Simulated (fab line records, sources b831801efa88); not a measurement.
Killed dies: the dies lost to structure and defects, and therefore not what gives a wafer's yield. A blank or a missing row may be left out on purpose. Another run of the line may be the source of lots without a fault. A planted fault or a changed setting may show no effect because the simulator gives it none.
fab line records / flow sfq_line / part 2 of 2: steps 30 to 39 of 39
record lots=5 wafers=15 last_day=81
route steps=325 shown I4@177 JJ@178 M5@198 A5B@209 R5@212
lots that met no fault: from a run of the same line without faults
start_h: hours from the record's first day to the start of the lot's first wafer shown / wait_h: hours from the lot's prior step to this one / " same as the row above / L1.1+2: one row covering several wafers at once / - value missing, or start not given / * or withheld: withheld / < > ~ a bound
route shown NAME@n: names a module that has steps shown in the file, with the first one's number in the route / usual: mean/standard deviation taken from wafers without a fault / same: alike in all rows / chamber/n: place in a boat / sites: the reading at each site / _std_site: the values' standard deviation / _edge_site: mean of outer sites minus mean of inner sites / radius_mm: how far each site lies from the wafer's centre / mask NAME#n: copy n / behind: tool/chamber where the wafer was last shaped / hold: cause of the lot's hold/its duration in hours/its outcome / device: the transistor (n, p or np) that didn't switch / end of line: the tests these same wafers got at the end of their route / step lacking rows: just its recipe / killed: dies lost to structure and defects at the first sort, not the wafer's yield / map: dies across one wafer; x = killed, . = not, _ = none there
set.NAME: setting as actually run; set.NAME@STEP: the setting as run at that earlier step / model.NAME: the simulator's own value behind a step, which no gauge read
certain route steps with their lots: each step a table, each wafer a row
services: the hour from which a tool's chamber was out of use, counted from the record's first day as start_h (under 0 if before that day), plus the number of hours and why
## steps
# step SFQ_TRILAYER_M5_STRIP_STRIP_127
# recipe gas=O2 power_w=200 platen_temp_c=40 overash_fraction=0.65 chemistry=O2 pressure_mtorr=50
# usual drypump_motor_current_A=5.66/0.3 oes_product_au=1.004/0.0067 platen_temp_c=39.99/0.12
# same overash_fraction=0.65
lot.wafer=L075.3 tool=rie_metal-04 chamber=0 start_h=1131.71 wait_h=0.3 drypump_motor_current_A=6.13 oes_product_au=1.011 platen_temp_c=40.14 rf_hours_counter_h=-
lot.wafer=L075.5 tool=rie_metal-04 chamber=0 start_h=1131.71 wait_h=0.3 drypump_motor_current_A=6.12 oes_product_au=1.007 platen_temp_c=40.11 rf_hours_counter_h=-
lot.wafer=L075.6 tool=rie_metal-04 chamber=1 start_h=1131.71 wait_h=0.3 drypump_motor_current_A=5.69 oes_product_au=0.999 platen_temp_c=39.97 rf_hours_counter_h=-
lot.wafer=L076.3 tool=rie_metal-01 chamber=1 start_h=1146.11 wait_h=0.3 drypump_motor_current_A=5.46 oes_product_au=1.003 platen_temp_c=40.07 rf_hours_counter_h=-
lot.wafer=L076.4 tool=rie_metal-01 chamber=0 start_h=1146.11 wait_h=0.3 drypump_motor_current_A=5.92 oes_product_au=0.999 platen_temp_c=40.06 rf_hours_counter_h=-
lot.wafer=L076.6 tool=rie_metal-01 chamber=0 start_h=1146.11 wait_h=0.3 drypump_motor_current_A=5.91 oes_product_au=1.027 platen_temp_c=40.07 rf_hours_counter_h=-
lot.wafer=L084.1 tool=rie_metal-03 chamber=0 start_h=1249.61 wait_h=0.1 drypump_motor_current_A=5.51 oes_product_au=1.001 platen_temp_c=39.85 rf_hours_counter_h=123
lot.wafer=L084.3 tool=rie_metal-03 chamber=1 start_h=1249.61 wait_h=0.1 drypump_motor_current_A=5.29 oes_product_au=1.002 platen_temp_c=40.12 rf_hours_counter_h=-
lot.wafer=L084.4 tool=rie_metal-03 chamber=0 start_h=1249.61 wait_h=0.1 drypump_motor_current_A=5.52 oes_product_au=1.006 platen_temp_c=39.82 rf_hours_counter_h=-
lot.wafer=L086.1 tool=rie_metal-03 chamber=1 start_h=1265.34 wait_h=0.1 drypump_motor_current_A=5.29 oes_product_au=0.994 platen_temp_c=39.96 rf_hours_counter_h=61
lot.wafer=L086.5 tool=rie_metal-03 chamber=1 start_h=1265.34 wait_h=0.1 drypump_motor_current_A=5.31 oes_product_au=1.000 platen_temp_c=40.03 rf_hours_counter_h=-
lot.wafer=L086.6 tool=rie_metal-03 chamber=0 start_h=1265.34 wait_h=0.1 drypump_motor_current_A=5.50 oes_product_au=1.001 platen_temp_c=39.91 rf_hours_counter_h=-
lot.wafer=L093.1 tool=rie_metal-03 chamber=0 start_h=1385.93 wait_h=0.1 drypump_motor_current_A=5.51 oes_product_au=1.005 platen_temp_c=40.21 rf_hours_counter_h=137
lot.wafer=L093.2 tool=rie_metal-03 chamber=1 start_h=1385.93 wait_h=0.1 drypump_motor_current_A=5.26 oes_product_au=0.990 platen_temp_c=39.96 rf_hours_counter_h=74
lot.wafer=L093.3 tool=rie_metal-03 chamber=1 start_h=1385.93 wait_h=0.1 drypump_motor_current_A=5.26 oes_product_au=1.008 platen_temp_c=40.09 rf_hours_counter_h=-
# step SFQ_TRILAYER_M5_STRIP_SOLV_CLEAN_128
# recipe chemistry=NMP temp_c=70 time_s=600
lot.wafer=L075.3+5+6 tool=wet_bench-01 chamber=0,6,7 start_h=1132.11 wait_h=0.2
lot.wafer=L076.3+4+6 tool=wet_bench-03 chamber=6,7,4 start_h=1146.51 wait_h=0.2
lot.wafer=L084.1+3+4 tool=wet_bench-01 chamber=3,4,6 start_h=1250.21 wait_h=0.4
lot.wafer=L086.1+5+6 tool=wet_bench-02 chamber=5,4,7 start_h=1265.94 wait_h=0.4
lot.wafer=L093.1+2+3 tool=wet_bench-03 chamber=7,4,2 start_h=1386.53 wait_h=0.4
# step SFQ_TRILAYER_A5B_DEP_PECVD_129
# recipe material=SiO2 temp_c=150 time_s=133.33 pressure_torr=2.4 rf_w=183.3 precursor=SiH4/N2O target_thk_nm=600
# usual heater_power_w=94/25 susceptor_temp_C=150.04/0.15 throttle_valve_pct=24.5/1.3
lot.wafer=L075.3 tool=pecvd-01 chamber=2 start_h=1132.29 wait_h=0.0 heater_power_w=82 susceptor_temp_C=149.68 throttle_valve_pct=23.4
lot.wafer=L075.5 tool=pecvd-01 chamber=1 start_h=1132.29 wait_h=0.0 heater_power_w=82 susceptor_temp_C=149.77 throttle_valve_pct=23.6
lot.wafer=L075.6 tool=pecvd-01 chamber=2 start_h=1132.29 wait_h=0.0 heater_power_w=86 susceptor_temp_C=150.07 throttle_valve_pct=23.4
lot.wafer=L076.3 tool=pecvd-03 chamber=1 start_h=1146.69 wait_h=0.0 heater_power_w=77 susceptor_temp_C=150.25 throttle_valve_pct=23.9
lot.wafer=L076.4 tool=pecvd-03 chamber=2 start_h=1146.69 wait_h=0.0 heater_power_w=87 susceptor_temp_C=150.04 throttle_valve_pct=25.5
lot.wafer=L076.6 tool=pecvd-03 chamber=0 start_h=1146.69 wait_h=0.0 heater_power_w=137 susceptor_temp_C=149.97 throttle_valve_pct=22.8
lot.wafer=L084.1 tool=pecvd-01 chamber=1 start_h=1250.56 wait_h=0.0 heater_power_w=83 susceptor_temp_C=150.03 throttle_valve_pct=23.6
lot.wafer=L084.3 tool=pecvd-01 chamber=2 start_h=1250.56 wait_h=0.0 heater_power_w=91 susceptor_temp_C=149.99 throttle_valve_pct=23.5
lot.wafer=L084.4 tool=pecvd-01 chamber=1 start_h=1250.56 wait_h=0.0 heater_power_w=84 susceptor_temp_C=150.13 throttle_valve_pct=23.5
lot.wafer=L086.1 tool=pecvd-01 chamber=2 start_h=1266.11 wait_h=0.0 heater_power_w=89 susceptor_temp_C=150.03 throttle_valve_pct=23.5
lot.wafer=L086.5 tool=pecvd-01 chamber=0 start_h=1266.11 wait_h=0.0 heater_power_w=66 susceptor_temp_C=149.78 throttle_valve_pct=25.6
lot.wafer=L086.6 tool=pecvd-01 chamber=2 start_h=1266.11 wait_h=0.0 heater_power_w=89 susceptor_temp_C=150.06 throttle_valve_pct=23.4
lot.wafer=L093.1 tool=pecvd-02 chamber=2 start_h=1386.70 wait_h=0.0 heater_power_w=105 susceptor_temp_C=149.80 throttle_valve_pct=22.4
lot.wafer=L093.2 tool=pecvd-02 chamber=1 start_h=1386.70 wait_h=0.0 heater_power_w=106 susceptor_temp_C=149.95 throttle_valve_pct=23.3
lot.wafer=L093.3 tool=pecvd-02 chamber=0 start_h=1386.70 wait_h=0.0 heater_power_w=130 susceptor_temp_C=150.17 throttle_valve_pct=23.3
# step SFQ_TRILAYER_A5B_CMP_CMP_130
# recipe stop_on=Nb down_force_psi=3 platen_rpm=60 target_thk_nm=340.7
# usual head_pressure_psi=3.001/0.006 motor_current_A=10.2/1.1 slurry_flow_ml_min=150.0/0.49
lot.wafer=L075.3 tool=cmp-01 chamber=1 start_h=1141.10 wait_h=8.8 head_pressure_psi=2.992 motor_current_A=9.5 slurry_flow_ml_min=149.3
lot.wafer=L075.5 tool=cmp-01 chamber=0 start_h=1142.60 wait_h=10.2 head_pressure_psi=3.001 motor_current_A=11.4 slurry_flow_ml_min=150.0
lot.wafer=L075.6 tool=cmp-01 chamber=1 start_h=1142.60 wait_h=10.2 head_pressure_psi=2.995 motor_current_A=9.3 slurry_flow_ml_min=148.6
lot.wafer=L076.4 tool=cmp-02 chamber=0 start_h=1150.05 wait_h=3.3 head_pressure_psi=2.995 motor_current_A=10.9 slurry_flow_ml_min=150.9
lot.wafer=L076.3 tool=cmp-02 chamber=2 start_h=1151.05 wait_h=4.3 head_pressure_psi=2.997 motor_current_A=11.2 slurry_flow_ml_min=150.3
lot.wafer=L076.6 tool=cmp-02 chamber=1 start_h=1152.55 wait_h=5.8 head_pressure_psi=2.999 motor_current_A=10.5 slurry_flow_ml_min=150.2
lot.wafer=L084.3 tool=cmp-02 chamber=3 start_h=1250.65 wait_h=0.0 head_pressure_psi=3.008 motor_current_A=10.8 slurry_flow_ml_min=149.9
lot.wafer=L084.1 tool=cmp-02 chamber=0 start_h=1250.65 wait_h=0.0 head_pressure_psi=3.002 motor_current_A=10.7 slurry_flow_ml_min=150.0
lot.wafer=L084.4 tool=cmp-02 chamber=2 start_h=1252.15 wait_h=1.5 head_pressure_psi=3.013 motor_current_A=11.4 slurry_flow_ml_min=149.6
lot.wafer=L086.1 tool=cmp-01 chamber=0 start_h=1267.20 wait_h=1.0 head_pressure_psi=3.009 motor_current_A=11.7 slurry_flow_ml_min=150.0
lot.wafer=L086.6 tool=cmp-01 chamber=2 start_h=1268.20 wait_h=2.0 head_pressure_psi=3.010 motor_current_A=8.6 slurry_flow_ml_min=148.9
lot.wafer=L086.5 tool=cmp-01 chamber=3 start_h=1268.20 wait_h=2.0 head_pressure_psi=3.002 motor_current_A=9.6 slurry_flow_ml_min=150.5
lot.wafer=L093.2 tool=cmp-02 chamber=1 start_h=1395.40 wait_h=8.6 head_pressure_psi=3.000 motor_current_A=10.7 slurry_flow_ml_min=150.5
lot.wafer=L093.1 tool=cmp-02 chamber=2 start_h=1395.40 wait_h=8.6 head_pressure_psi=3.003 motor_current_A=11.0 slurry_flow_ml_min=150.2
lot.wafer=L093.3 tool=cmp-02 chamber=3 start_h=1395.40 wait_h=8.6 head_pressure_psi=3.004 motor_current_A=9.8 slurry_flow_ml_min=149.6
# step SFQ_TRILAYER_A5B_METRO_MEASURE_131
# usual thk_nm=342/4.8
lot.wafer=L075.3 tool=film_metro-04 chamber=- start_h=1144.00 wait_h=2.4 thk_nm=346
lot.wafer=L075.5 tool=film_metro-04 chamber=- start_h=1144.00 wait_h=2.4 thk_nm=349
lot.wafer=L075.6 tool=film_metro-04 chamber=- start_h=1144.00 wait_h=2.4 thk_nm=341
lot.wafer=L076.3 tool=film_metro-01 chamber=- start_h=1153.45 wait_h=1.9 thk_nm=340
lot.wafer=L076.4 tool=film_metro-01 chamber=- start_h=1153.45 wait_h=1.9 thk_nm=348
lot.wafer=L076.6 tool=film_metro-01 chamber=- start_h=1153.45 wait_h=1.9 thk_nm=338
lot.wafer=L084.1 tool=film_metro-02 chamber=- start_h=1253.65 wait_h=2.0 thk_nm=339
lot.wafer=L084.3 tool=film_metro-02 chamber=- start_h=1253.65 wait_h=2.0 thk_nm=333
lot.wafer=L084.4 tool=film_metro-02 chamber=- start_h=1253.65 wait_h=2.0 thk_nm=340
lot.wafer=L086.1 tool=film_metro-01 chamber=- start_h=1269.20 wait_h=1.5 thk_nm=338
lot.wafer=L086.5 tool=film_metro-01 chamber=- start_h=1269.20 wait_h=1.5 thk_nm=338
lot.wafer=L086.6 tool=film_metro-01 chamber=- start_h=1269.20 wait_h=1.5 thk_nm=338
lot.wafer=L093.1 tool=film_metro-02 chamber=- start_h=1397.90 wait_h=1.5 thk_nm=345
lot.wafer=L093.2 tool=film_metro-02 chamber=- start_h=1397.90 wait_h=1.5 thk_nm=343
lot.wafer=L093.3 tool=film_metro-02 chamber=- start_h=1397.90 wait_h=1.5 thk_nm=343
# step SFQ_TRILAYER_R5_DEP_SPUTTER_132
# recipe material=Ti base_pressure_pa=1.33e-06 target_thk_nm=5 power_w=2000 time_s=5 chamber_pressure_pa=0.4
# usual throttle_valve_pct=30.6/1
lot.wafer=L075.3 tool=pvd_sputter-06 chamber=- start_h=1144.80 wait_h=0.6 throttle_valve_pct=30.6
lot.wafer=L075.5 tool=pvd_sputter-06 chamber=- start_h=1144.80 wait_h=0.6 throttle_valve_pct=30.8
lot.wafer=L075.6 tool=pvd_sputter-06 chamber=- start_h=1144.80 wait_h=0.6 throttle_valve_pct=29.1
lot.wafer=L076.3 tool=pvd_sputter-06 chamber=- start_h=1154.25 wait_h=0.6 throttle_valve_pct=29.7
lot.wafer=L076.4 tool=pvd_sputter-06 chamber=- start_h=1154.25 wait_h=0.6 throttle_valve_pct=32.0
lot.wafer=L076.6 tool=pvd_sputter-06 chamber=- start_h=1154.25 wait_h=0.6 throttle_valve_pct=28.8
lot.wafer=L084.1 tool=pvd_sputter-06 chamber=- start_h=1254.85 wait_h=1.0 throttle_valve_pct=30.1
lot.wafer=L084.3 tool=pvd_sputter-06 chamber=- start_h=1254.85 wait_h=1.0 throttle_valve_pct=29.1
lot.wafer=L084.4 tool=pvd_sputter-06 chamber=- start_h=1254.85 wait_h=1.0 throttle_valve_pct=30.7
lot.wafer=L086.1 tool=pvd_sputter-06 chamber=- start_h=1270.40 wait_h=1.0 throttle_valve_pct=30.8
lot.wafer=L086.5 tool=pvd_sputter-06 chamber=- start_h=1270.40 wait_h=1.0 throttle_valve_pct=29.7
lot.wafer=L086.6 tool=pvd_sputter-06 chamber=- start_h=1270.40 wait_h=1.0 throttle_valve_pct=28.9
lot.wafer=L093.1 tool=pvd_sputter-04 chamber=- start_h=1399.10 wait_h=1.0 throttle_valve_pct=30.5
lot.wafer=L093.2 tool=pvd_sputter-04 chamber=- start_h=1399.10 wait_h=1.0 throttle_valve_pct=33.2
lot.wafer=L093.3 tool=pvd_sputter-04 chamber=- start_h=1399.10 wait_h=1.0 throttle_valve_pct=30.4
# step SFQ_TRILAYER_R5_DEP_SPUTTER_133
# recipe material=MoNx base_pressure_pa=1.33e-06 target_thk_nm=40 power_w=1000 time_s=66.7 chamber_pressure_pa=0.4
# usual throttle_valve_pct=30.7/1
lot.wafer=L075.3 tool=pvd_sputter-06 chamber=- start_h=1144.82 wait_h=0.0 throttle_valve_pct=30.5
lot.wafer=L075.5 tool=pvd_sputter-06 chamber=- start_h=1144.82 wait_h=0.0 throttle_valve_pct=30.9
lot.wafer=L075.6 tool=pvd_sputter-06 chamber=- start_h=1144.82 wait_h=0.0 throttle_valve_pct=29.0
lot.wafer=L076.3 tool=pvd_sputter-06 chamber=- start_h=1154.27 wait_h=0.0 throttle_valve_pct=29.8
lot.wafer=L076.4 tool=pvd_sputter-06 chamber=- start_h=1154.27 wait_h=0.0 throttle_valve_pct=32.3
lot.wafer=L076.6 tool=pvd_sputter-06 chamber=- start_h=1154.27 wait_h=0.0 throttle_valve_pct=29.5
lot.wafer=L084.1 tool=pvd_sputter-06 chamber=- start_h=1254.87 wait_h=0.0 throttle_valve_pct=30.0
lot.wafer=L084.3 tool=pvd_sputter-06 chamber=- start_h=1254.87 wait_h=0.0 throttle_valve_pct=29.1
lot.wafer=L084.4 tool=pvd_sputter-06 chamber=- start_h=1254.87 wait_h=0.0 throttle_valve_pct=30.8
lot.wafer=L086.1 tool=pvd_sputter-06 chamber=- start_h=1270.42 wait_h=0.0 throttle_valve_pct=30.9
lot.wafer=L086.5 tool=pvd_sputter-06 chamber=- start_h=1270.42 wait_h=0.0 throttle_valve_pct=29.8
lot.wafer=L086.6 tool=pvd_sputter-06 chamber=- start_h=1270.42 wait_h=0.0 throttle_valve_pct=29.0
lot.wafer=L093.1 tool=pvd_sputter-04 chamber=- start_h=1399.12 wait_h=0.0 throttle_valve_pct=30.4
lot.wafer=L093.2 tool=pvd_sputter-04 chamber=- start_h=1399.12 wait_h=0.0 throttle_valve_pct=33.1
lot.wafer=L093.3 tool=pvd_sputter-04 chamber=- start_h=1399.12 wait_h=0.0 throttle_valve_pct=30.3
# step SFQ_TRILAYER_R5_DEP_SPUTTER_134
# recipe material=Ti base_pressure_pa=1.33e-06 target_thk_nm=5 power_w=2000 time_s=5 chamber_pressure_pa=0.4
# usual throttle_valve_pct=30.6/1
lot.wafer=L075.3 tool=pvd_sputter-06 chamber=- start_h=1144.87 wait_h=0.0 throttle_valve_pct=30.6
lot.wafer=L075.5 tool=pvd_sputter-06 chamber=- start_h=1144.87 wait_h=0.0 throttle_valve_pct=31.0
lot.wafer=L075.6 tool=pvd_sputter-06 chamber=- start_h=1144.87 wait_h=0.0 throttle_valve_pct=29.0
lot.wafer=L076.3 tool=pvd_sputter-06 chamber=- start_h=1154.32 wait_h=0.0 throttle_valve_pct=30.0
lot.wafer=L076.4 tool=pvd_sputter-06 chamber=- start_h=1154.32 wait_h=0.0 throttle_valve_pct=32.1
lot.wafer=L076.6 tool=pvd_sputter-06 chamber=- start_h=1154.32 wait_h=0.0 throttle_valve_pct=29.3
lot.wafer=L084.1 tool=pvd_sputter-06 chamber=- start_h=1254.93 wait_h=0.0 throttle_valve_pct=29.9
lot.wafer=L084.3 tool=pvd_sputter-06 chamber=- start_h=1254.93 wait_h=0.0 throttle_valve_pct=29.1
lot.wafer=L084.4 tool=pvd_sputter-06 chamber=- start_h=1254.93 wait_h=0.0 throttle_valve_pct=31.0
lot.wafer=L086.1 tool=pvd_sputter-06 chamber=- start_h=1270.48 wait_h=0.0 throttle_valve_pct=30.7
lot.wafer=L086.5 tool=pvd_sputter-06 chamber=- start_h=1270.48 wait_h=0.0 throttle_valve_pct=29.8
lot.wafer=L086.6 tool=pvd_sputter-06 chamber=- start_h=1270.48 wait_h=0.0 throttle_valve_pct=29.1
lot.wafer=L093.1 tool=pvd_sputter-04 chamber=- start_h=1399.17 wait_h=0.0 throttle_valve_pct=30.3
lot.wafer=L093.2 tool=pvd_sputter-04 chamber=- start_h=1399.17 wait_h=0.0 throttle_valve_pct=33.3
lot.wafer=L093.3 tool=pvd_sputter-04 chamber=- start_h=1399.17 wait_h=0.0 throttle_valve_pct=30.3
# step SFQ_R5_RS_MEAS_933
# recipe thk_meas_gauge=four-point-probe reads=Ti_of_TRILAYER_R5_DEP_SPUTTER_134+MoNx_of_TRILAYER_R5_DEP_SPUTTER_133+Ti_of_TRILAYER_R5_DEP_SPUTTER_132
# usual R5_MONX_RS=7.07/0.07
lot.wafer=L075.3 tool=film_metro-02 chamber=- start_h=1144.93 wait_h=0.0 R5_MONX_RS[ohm/sq]=6.94
lot.wafer=L075.5 tool=film_metro-02 chamber=- start_h=1144.93 wait_h=0.0 R5_MONX_RS[ohm/sq]=6.93
lot.wafer=L075.6 tool=film_metro-02 chamber=- start_h=1144.93 wait_h=0.0 R5_MONX_RS[ohm/sq]=7.00
lot.wafer=L076.3 tool=film_metro-03 chamber=- start_h=1154.38 wait_h=0.0 R5_MONX_RS[ohm/sq]=7.11
lot.wafer=L076.4 tool=film_metro-03 chamber=- start_h=1154.38 wait_h=0.0 R5_MONX_RS[ohm/sq]=7.16
lot.wafer=L076.6 tool=film_metro-03 chamber=- start_h=1154.38 wait_h=0.0 R5_MONX_RS[ohm/sq]=7.09
lot.wafer=L084.1 tool=film_metro-04 chamber=- start_h=1254.95 wait_h=0.0 R5_MONX_RS[ohm/sq]=7.13
lot.wafer=L084.3 tool=film_metro-04 chamber=- start_h=1254.95 wait_h=0.0 R5_MONX_RS[ohm/sq]=7.09
lot.wafer=L084.4 tool=film_metro-04 chamber=- start_h=1254.95 wait_h=0.0 R5_MONX_RS[ohm/sq]=7.06
lot.wafer=L086.1 tool=film_metro-04 chamber=- start_h=1270.50 wait_h=0.0 R5_MONX_RS[ohm/sq]=7.03
lot.wafer=L086.5 tool=film_metro-04 chamber=- start_h=1270.50 wait_h=0.0 R5_MONX_RS[ohm/sq]=7.09
lot.wafer=L086.6 tool=film_metro-04 chamber=- start_h=1270.50 wait_h=0.0 R5_MONX_RS[ohm/sq]=7.05
lot.wafer=L093.1 tool=film_metro-04 chamber=- start_h=1399.19 wait_h=0.0 R5_MONX_RS[ohm/sq]=7.20
lot.wafer=L093.2 tool=film_metro-04 chamber=- start_h=1399.19 wait_h=0.0 R5_MONX_RS[ohm/sq]=7.15
lot.wafer=L093.3 tool=film_metro-04 chamber=- start_h=1399.19 wait_h=0.0 R5_MONX_RS[ohm/sq]=7.15
# step SFQ_R5_THK_MEAS_934
# recipe thk_meas_gauge=xrf reads=MoNx_of_TRILAYER_R5_DEP_SPUTTER_133
# usual R5_MONX_THK=39.7/0.46
lot.wafer=L075.3 tool=film_metro-02 chamber=- start_h=1145.03 wait_h=0.1 R5_MONX_THK[nm]=39.9
lot.wafer=L075.5 tool=film_metro-02 chamber=- start_h=1145.03 wait_h=0.1 R5_MONX_THK[nm]=40.3
lot.wafer=L075.6 tool=film_metro-02 chamber=- start_h=1145.03 wait_h=0.1 R5_MONX_THK[nm]=39.9
lot.wafer=L076.3 tool=film_metro-03 chamber=- start_h=1154.48 wait_h=0.1 R5_MONX_THK[nm]=39.6
lot.wafer=L076.4 tool=film_metro-03 chamber=- start_h=1154.48 wait_h=0.1 R5_MONX_THK[nm]=39.3
lot.wafer=L076.6 tool=film_metro-03 chamber=- start_h=1154.48 wait_h=0.1 R5_MONX_THK[nm]=39.5
lot.wafer=L084.1 tool=film_metro-04 chamber=- start_h=1255.07 wait_h=0.1 R5_MONX_THK[nm]=39.4
lot.wafer=L084.3 tool=film_metro-04 chamber=- start_h=1255.07 wait_h=0.1 R5_MONX_THK[nm]=39.6
lot.wafer=L084.4 tool=film_metro-04 chamber=- start_h=1255.07 wait_h=0.1 R5_MONX_THK[nm]=40.0
lot.wafer=L086.1 tool=film_metro-04 chamber=- start_h=1270.62 wait_h=0.1 R5_MONX_THK[nm]=39.6
lot.wafer=L086.5 tool=film_metro-04 chamber=- start_h=1270.62 wait_h=0.1 R5_MONX_THK[nm]=39.3
lot.wafer=L086.6 tool=film_metro-04 chamber=- start_h=1270.62 wait_h=0.1 R5_MONX_THK[nm]=39.3
lot.wafer=L093.1 tool=film_metro-04 chamber=- start_h=1399.31 wait_h=0.1 R5_MONX_THK[nm]=39.1
lot.wafer=L093.2 tool=film_metro-04 chamber=- start_h=1399.31 wait_h=0.1 R5_MONX_THK[nm]=39.5
lot.wafer=L093.3 tool=film_metro-04 chamber=- start_h=1399.31 wait_h=0.1 R5_MONX_THK[nm]=39.2
## services
tool=rie_metal-03 chamber=- start_h=858.02 hours=0.4 kind=repair
tool=rie_metal-03 chamber=0 start_h=858.34 hours=4.4 kind=repair
tool=krf_scanner-02 chamber=- start_h=872.37 hours=1.4 kind=repair
tool=krf_scanner-01 chamber=- start_h=889.84 hours=0.7 kind=repair
tool=krf_scanner-01 chamber=- start_h=890.48 hours=12.3 kind=repair
tool=krf_scanner-01 chamber=- start_h=910.01 hours=1.3 kind=pm
tool=krf_scanner-01 chamber=- start_h=919.71 hours=0.8 kind=pm
tool=krf_scanner-02 chamber=- start_h=927.20 hours=0.8 kind=pm
tool=krf_scanner-01 chamber=- start_h=928.86 hours=1.0 kind=pm
tool=krf_scanner-02 chamber=- start_h=930.35 hours=7.2 kind=pm
tool=pvd_sputter-03 chamber=- start_h=946.36 hours=7.4 kind=repair
tool=rie_metal-04 chamber=- start_h=1020.17 hours=1.4 kind=repair
tool=pvd_sputter-06 chamber=- start_h=1035.06 hours=1.2 kind=repair
tool=wet_bench-03 chamber=- start_h=1043.68 hours=1.9 kind=pm
tool=wet_bench-03 chamber=- start_h=1062.18 hours=0.5 kind=repair
tool=pvd_sputter-03 chamber=- start_h=1070.67 hours=21.9 kind=repair
tool=pvd_sputter-03 chamber=- start_h=1077.33 hours=0.6 kind=repair
tool=pvd_sputter-03 chamber=- start_h=1098.40 hours=2.0 kind=repair
tool=rie_metal-04 chamber=0 start_h=1137.44 hours=3.5 kind=repair
tool=pvd_sputter-03 chamber=- start_h=1141.91 hours=3.3 kind=repair
tool=pvd_sputter-06 chamber=- start_h=1202.49 hours=3.1 kind=repair
tool=rie_metal-03 chamber=- start_h=1230.41 hours=1.4 kind=pm
tool=pvd_sputter-06 chamber=- start_h=1287.39 hours=3.5 kind=repair
tool=wet_bench-03 chamber=- start_h=1297.96 hours=1.3 kind=repair
